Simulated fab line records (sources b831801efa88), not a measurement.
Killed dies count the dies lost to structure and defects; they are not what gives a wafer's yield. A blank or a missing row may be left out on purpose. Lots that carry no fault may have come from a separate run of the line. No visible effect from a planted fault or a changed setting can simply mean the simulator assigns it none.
fab line records	flow sky130
[record] lots = 15	wafers = 45	lastDay = 50
route steps=708 shown VT_ADJUST_LVTN@104 VT_ADJUST_NCORE@127 VT_ADJUST_PCH@152 GATE_OXIDE@188
lots with no fault: from the same line, run without faults
startH: start of the lot's first displayed wafer, in hours after the record's first day	waitH: time in hours since the lot's previous step	" as in the row above	L1.1+2: several wafers, shown together as one row	- no value, or no start given	* or withheld: withheld	< > ~ a bound
route shown NAME@n: a module of which the file shows steps, and the number in the route of the first	usual: mean and standard deviation over wafers with no fault	same: alike in all rows	chamber/n: place in a boat	sites: each site's reading	_std_site: the values' standard deviation	_edge_site: the outer-site mean with the inner-site mean subtracted	radiusMm: for every site, how far away it sits from the centre of the wafer	mask NAME#n: copy n	behind: the last tool/chamber to shape the wafer	hold: cause of the lot's hold/its duration in hours/its outcome	device: which transistor (n, p or np) failed to switch	end of line: the route-end tests of the same wafers	a step given without rows: its recipe and nothing more	killed: dies lost to structure and defects at the first sort, not the wafer's yield	map: shows each die of a wafer: x if killed, . if not, _ if none is there
set.NAME: the run value of the setting; set.NAME@STEP: its run value at that earlier step	model.NAME: the simulator's own value behind a step, which no gauge read
a sample of lots followed through the steps of the route, with each step as a table and each wafer as a row
services: a tool's chamber out of use, with start hour (startH, from the record's first day; less than 0 if before it), hours out, and reason
[[steps]]
[step SKY_VT_ADJUST_LVTN_OVL_MEAS_07]
[usual] VT_ADJUST_LVTN_OVL = -0.2/1.4
lot.wafer	tool	chamber	startH	waitH	VT_ADJUST_LVTN_OVL[nm]
L966.4	overlay-02	-	139.95	-	0.6
L966.5	"	-	"	"	1.8
L966.6	"	-	"	"	0.8
L968.3	overlay-02	-	157.15	-	0.0
L968.4	"	-	"	"	-0.7
L968.6	"	-	"	"	1.5
L971.2	overlay-01	-	175.18	-	-0.3
L971.3	"	-	"	"	1.0
L971.6	"	-	"	"	0.9
L972.3	overlay-01	-	177.85	-	-0.6
L972.4	"	-	"	"	-0.7
L972.5	"	-	"	"	-1.2
L973.1	overlay-02	-	186.99	-	0.4
L973.2	"	-	"	"	1.0
L973.6	"	-	"	"	1.7
L977.1	overlay-02	-	213.23	-	1.0
L977.2	"	-	"	"	-1.5
L977.6	"	-	"	"	0.8
L978.1	overlay-02	-	216.37	-	-0.9
L978.3	"	-	"	"	1.3
L978.5	"	-	"	"	-0.2
L979.3	overlay-02	-	225.70	-	-0.4
L979.5	"	-	"	"	-2.3
L979.6	"	-	"	"	-1.1
L983.1	overlay-01	-	260.43	-	-1.8
L983.2	"	-	"	"	0.8
L983.5	"	-	"	"	-0.2
L984.1	overlay-02	-	266.97	-	1.2
L984.3	"	-	"	"	2.8
L984.4	"	-	"	"	-0.1
L985.1	overlay-02	-	267.44	-	-3.7
L985.4	"	-	"	"	-1.9
L985.5	"	-	"	"	-3.7
L986.1	overlay-02	-	268.76	-	1.3
L986.4	"	-	"	"	0.8
L986.6	"	-	"	"	3.3
L987.1	overlay-02	-	294.73	-	1.0
L987.4	"	-	"	"	-0.7
L987.5	"	-	"	"	-0.6
L989.1	overlay-01	-	297.77	-	-0.2
L989.3	"	-	"	"	-0.8
L989.5	"	-	"	"	1.5
L988.3	overlay-01	-	302.69	-	1.0
L988.4	"	-	"	"	1.2
L988.5	"	-	"	"	-0.7
[step SKY_VT_ADJUST_NCORE_OVL_MEAS_08]
[usual] VT_ADJUST_NCORE_OVL = 0.2/1.9
lot.wafer	tool	chamber	startH	waitH	VT_ADJUST_NCORE_OVL[nm]
L966.4	overlay-02	-	180.92	0.1	-3.2
L966.5	"	-	"	"	-3.7
L966.6	"	-	"	"	-2.0
L968.3	overlay-02	-	199.20	0.1	-0.6
L968.4	"	-	"	"	-0.4
L968.6	"	-	"	"	0.1
L971.2	overlay-01	-	216.85	0.1	1.8
L971.3	"	-	"	"	4.5
L971.6	"	-	"	"	2.8
L972.3	overlay-02	-	220.06	0.1	-4.3
L972.4	"	-	"	"	-2.7
L972.5	"	-	"	"	-3.1
L973.1	overlay-02	-	231.30	0.1	0.9
L973.2	"	-	"	"	0.2
L973.6	"	-	"	"	0.9
L977.1	overlay-01	-	259.29	0.1	1.9
L977.2	"	-	"	"	2.8
L977.6	"	-	"	"	2.2
L978.1	overlay-01	-	262.75	0.1	0.8
L978.3	"	-	"	"	-0.4
L978.5	"	-	"	"	-0.3
L979.3	overlay-02	-	272.08	0.1	1.4
L979.5	"	-	"	"	0.9
L979.6	"	-	"	"	-0.4
L983.1	overlay-01	-	309.19	0.1	0.3
L983.2	"	-	"	"	1.5
L983.5	"	-	"	"	1.7
L984.1	overlay-02	-	316.99	0.1	2.6
L984.3	"	-	"	"	1.0
L984.4	"	-	"	"	2.2
L985.1	overlay-02	-	317.29	0.1	-0.3
L985.4	"	-	"	"	0.0
L985.5	"	-	"	"	-0.6
L986.1	overlay-02	-	318.52	0.1	-1.4
L986.4	"	-	"	"	-0.9
L986.6	"	-	"	"	-0.1
L987.1	overlay-01	-	346.19	0.1	-1.0
L987.4	"	-	"	"	-1.2
L987.5	"	-	"	"	-1.7
L989.1	overlay-02	-	350.50	0.1	-1.0
L989.3	"	-	"	"	-1.1
L989.5	"	-	"	"	0.6
L988.3	overlay-02	-	354.83	0.1	0.1
L988.4	"	-	"	"	0.5
L988.5	"	-	"	"	-1.7
[step SKY_VT_ADJUST_PCH_STRIP_09]
[recipe] chemistry = O2/N2	powerW = 1400	pressureMtorr = 1500	platenTempC = withheld	o2FlowSccm = 3000	n2FlowSccm = 300	overashFraction = 0.5
[usual] drypumpMotorCurrentA = 5.9/0.51	oesProductAu = 0.723/0.0046	stripTimeToEndpointS = 36.95/0.12
lot.wafer	tool	chamber	startH	waitH	drypumpMotorCurrentA	oesProductAu	rfHoursCounterH	stripTimeToEndpointS
L966.4	plasmaAsher-02	1	224.37	0.1	6.4	0.721	-	37.09
L966.5	"	0	"	"	5.4	0.727	-	36.96
L966.6	"	1	"	"	6.4	0.717	-	36.91
L968.3	plasmaAsher-01	1	244.06	0.1	6.4	0.717	-	36.89
L968.4	"	0	"	"	5.5	0.720	-	36.94
L968.6	"	1	"	"	6.4	0.720	-	36.87
L971.2	plasmaAsher-02	1	263.27	0.1	6.4	0.721	58	36.95
L971.3	"	0	"	"	5.4	0.732	-	37.00
L971.6	"	0	"	"	5.4	0.720	-	36.98
L972.3	plasmaAsher-04	0	266.51	0.1	6.2	0.726	-	36.99
L972.4	"	1	"	"	5.1	0.729	-	37.02
L972.5	"	1	"	"	5.1	0.728	-	36.96
L973.1	plasmaAsher-02	0	278.16	0.1	5.4	0.724	60	36.85
L973.2	"	1	"	"	6.5	0.719	60	36.91
L973.6	"	0	"	"	5.4	0.710	-	36.76
L977.1	plasmaAsher-04	1	306.89	0.1	5.1	0.726	66	37.08
L977.2	"	0	"	"	6.1	0.725	66	37.05
L977.6	"	1	"	"	5.2	0.723	-	37.06
L978.1	plasmaAsher-02	1	311.94	0.1	6.5	0.727	63	36.88
L978.3	"	1	"	"	6.4	0.723	-	36.95
L978.5	"	0	"	"	5.5	0.720	-	36.85
L979.3	plasmaAsher-02	0	323.27	0.1	5.5	0.725	-	37.11
L979.5	"	1	"	"	6.4	0.717	-	37.20
L979.6	"	0	"	"	5.5	0.733	-	37.12
L983.1	plasmaAsher-04	0	361.29	0.1	6.1	0.724	71	36.87
L983.2	"	1	"	"	5.2	0.728	71	37.02
L983.5	"	0	"	"	6.1	0.723	-	36.99
L984.1	plasmaAsher-02	0	371.75	0.1	5.5	0.719	67	36.96
L984.3	"	1	"	"	6.4	0.726	-	36.91
L984.4	"	0	"	"	5.4	0.722	-	37.06
L985.1	plasmaAsher-02	1	372.10	0.1	6.5	0.716	68	36.95
L985.4	"	0	"	"	5.4	0.721	-	36.90
L985.5	"	0	"	"	5.4	0.721	-	36.89
L986.1	plasmaAsher-04	1	372.97	0.1	5.1	0.727	72	36.96
L986.4	"	1	"	"	5.1	0.725	-	36.80
L986.6	"	0	"	"	6.1	0.725	-	37.11
L987.1	plasmaAsher-04	1	403.42	0.1	5.1	0.729	75	37.12
L987.4	"	0	"	"	6.2	0.722	-	37.20
L987.5	"	0	"	"	6.2	0.731	-	37.11
L989.1	plasmaAsher-01	0	407.05	0.1	5.5	0.721	30	36.83
L989.3	"	1	"	"	6.4	0.719	-	36.90
L989.5	"	1	"	"	6.4	0.718	-	36.84
L988.3	plasmaAsher-02	0	412.39	0.1	5.4	0.714	-	36.64
L988.4	"	1	"	"	6.4	0.714	-	36.64
L988.5	"	1	"	"	6.4	0.717	-	36.55
[step SKY_GATE_OXIDE_OXIDATION_01]
[recipe] tempC = 900	ambient = O2	stabiliseS = 600	purgeS = 300	targetThkA = 102.68	oxTimeS = 1473
[usual] oxTempC = 899.9/0.4	oxTempCMax = 904.4/0.83	spikeTcBottomC = 919.6/0.99	spikeTcLowerC = 900.3/0.97	zonePowerUpperPct = 21.6/1.5
lot.wafer	tool	chamber	startH	waitH	oxTempC	oxTempCMax	spikeTcBottomC	spikeTcLowerC	zonePowerUpperPct
L966.4	furnace-01	0	292.36	0.5	900.1	904.2	919.3	901.9	19.8
L966.5	"	0	"	"	900.0	904.1	919.6	901.2	19.9
L966.6	"	0	"	"	899.8	903.4	919.2	899.6	20.0
L968.3	furnace-01	0	301.99	1.6	899.6	903.5	919.1	899.5	20.5
L968.4	"	0	"	"	900.0	903.8	918.4	901.0	19.8
L968.6	"	0	"	"	900.0	903.8	918.5	900.6	20.2
L971.2	furnace-01	0	318.68	0.1	900.2	903.1	920.1	901.5	19.8
L971.3	"	0	"	"	899.9	903.4	918.4	901.3	20.2
L971.6	"	0	"	"	900.8	905.0	918.9	899.7	20.0
L972.3	furnace-01	0	324.05	0.4	900.1	904.0	918.6	901.5	20.1
L972.4	"	0	"	"	899.9	904.9	920.3	900.5	20.1
L972.5	"	0	"	"	899.5	904.2	920.3	901.1	20.0
L973.1	furnace-02	0	335.03	0.0	899.9	904.7	921.2	901.6	23.2
L973.2	"	0	"	"	900.2	905.3	919.3	899.7	23.3
L973.6	"	0	"	"	900.2	904.6	919.7	900.7	23.3
L977.1	furnace-02	-	364.92	0.2	-	-	-	-	-
L977.2	"	-	"	"	-	-	-	-	-
L977.6	"	-	"	"	-	-	-	-	-
L978.1	furnace-01	-	370.54	1.1	-	-	-	-	-
L978.3	"	-	"	"	-	-	-	-	-
L978.5	"	-	"	"	-	-	-	-	-
L979.3	furnace-02	-	384.98	1.8	-	-	-	-	-
L979.5	"	-	"	"	-	-	-	-	-
L979.6	"	-	"	"	-	-	-	-	-
L983.1	furnace-02	0	429.67	0.0	901.0	905.6	920.2	899.7	23.1
L983.2	"	0	"	"	900.5	904.8	920.5	899.4	23.1
L983.5	"	0	"	"	900.0	904.5	919.9	900.9	23.2
L984.1	furnace-02	0	442.25	0.8	899.9	904.0	919.8	899.3	23.1
L984.3	"	0	"	"	899.9	905.4	919.8	899.8	22.9
L984.4	"	0	"	"	899.5	904.9	921.1	899.8	23.3
L985.1	furnace-02	0	442.25	0.3	900.2	906.9	919.6	899.9	23.1
L985.4	"	0	"	"	900.1	904.5	920.2	900.5	23.2
L985.5	"	0	"	"	900.4	906.2	919.9	900.6	22.9
L986.1	furnace-01	0	442.68	0.4	899.7	903.8	922.4	900.3	20.1
L986.4	"	0	"	"	899.3	904.0	918.4	900.6	19.9
L986.6	"	0	"	"	900.5	905.4	917.4	900.7	20.1
L987.1	furnace-01	0	470.18	0.0	900.7	904.5	919.4	901.3	20.2
L987.4	"	0	"	"	900.3	904.1	919.8	899.9	19.8
L987.5	"	0	"	"	900.5	905.0	918.1	901.3	20.2
L989.1	furnace-01	0	473.57	0.0	900.5	904.4	918.6	899.4	19.8
L989.3	"	0	"	"	899.8	903.4	919.2	901.1	20.1
L989.5	"	0	"	"	900.3	904.0	919.2	900.9	20.2
L988.3	furnace-02	0	479.44	0.0	900.3	905.1	919.2	898.7	23.2
L988.4	"	0	"	"	900.5	905.7	920.7	899.9	23.2
L988.5	"	0	"	"	900.1	904.0	918.3	899.6	23.2
[[services]]
tool	chamber	startH	hours	kind
furnace-02	-	201.10	4.0	pm
furnace-01	-	269.98	6.4	pm
furnace-01	-	289.74	2.6	pm
plasmaAsher-02	-	338.39	8.6	repair
plasmaAsher-01	-	341.42	1.0	repair
furnace-02	-	368.92	3.6	pm
plasmaAsher-02	-	370.82	0.4	repair
plasmaAsher-02	-	380.90	2.1	repair
plasmaAsher-04	-	421.25	9.0	pm
plasmaAsher-04	0	421.25	9.0	ventCycle
plasmaAsher-04	1	421.25	9.0	ventCycle
plasmaAsher-04	0	430.25	-	clean
plasmaAsher-04	1	430.25	-	clean
furnace-01	-	459.20	3.5	pm
plasmaAsher-02	-	475.71	2.8	repair
[[key]]
[firstSign] step = SKY_GATE_OXIDE_OXIDATION_01	reading = toolRecord	direction = missing
effect none on later readings
metAt SKY_GATE_OXIDE_OXIDATION_01
struckLots L977,L978,L979
laterRowsLeftOut L977.1,L977.2,L977.6,L978.1,L978.3,L978.5,L979.3,L979.5,L979.6
sortLeftOut L977.1,L977.2,L977.6,L978.1,L978.3,L978.5,L979.3,L979.5,L979.6
testerLeftOut L977,L978,L979
notActingAt SKY_VT_ADJUST_LVTN_OVL_MEAS_07,SKY_VT_ADJUST_NCORE_OVL_MEAS_08,SKY_VT_ADJUST_PCH_STRIP_09
onsetBetween 335.03 364.92
[fault] kind = skippedStepWhole	tool = furnace-01,furnace-02	chamber = -	onsetH = 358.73	steps = SKY_GATE_OXIDE_OXIDATION_01	scope = struckLotsOnly
// testerLeftOut: of these lots the tester's yield and bins aren't shown, on N5 and GAA mostly nor the transistor test; their killed dies are dies lost to structure and defects alone, not to doping, threshold or leakage, so they don't give the yield
// sortLeftOut: the simulated sort isn't trusted on such a fault, so these wafers' sort isn't shown, and their yield isn't known
// laterRowsLeftOut: the simulator's readings of these wafers behind a module that went badly wrong aren't trusted and aren't shown, but for the sort
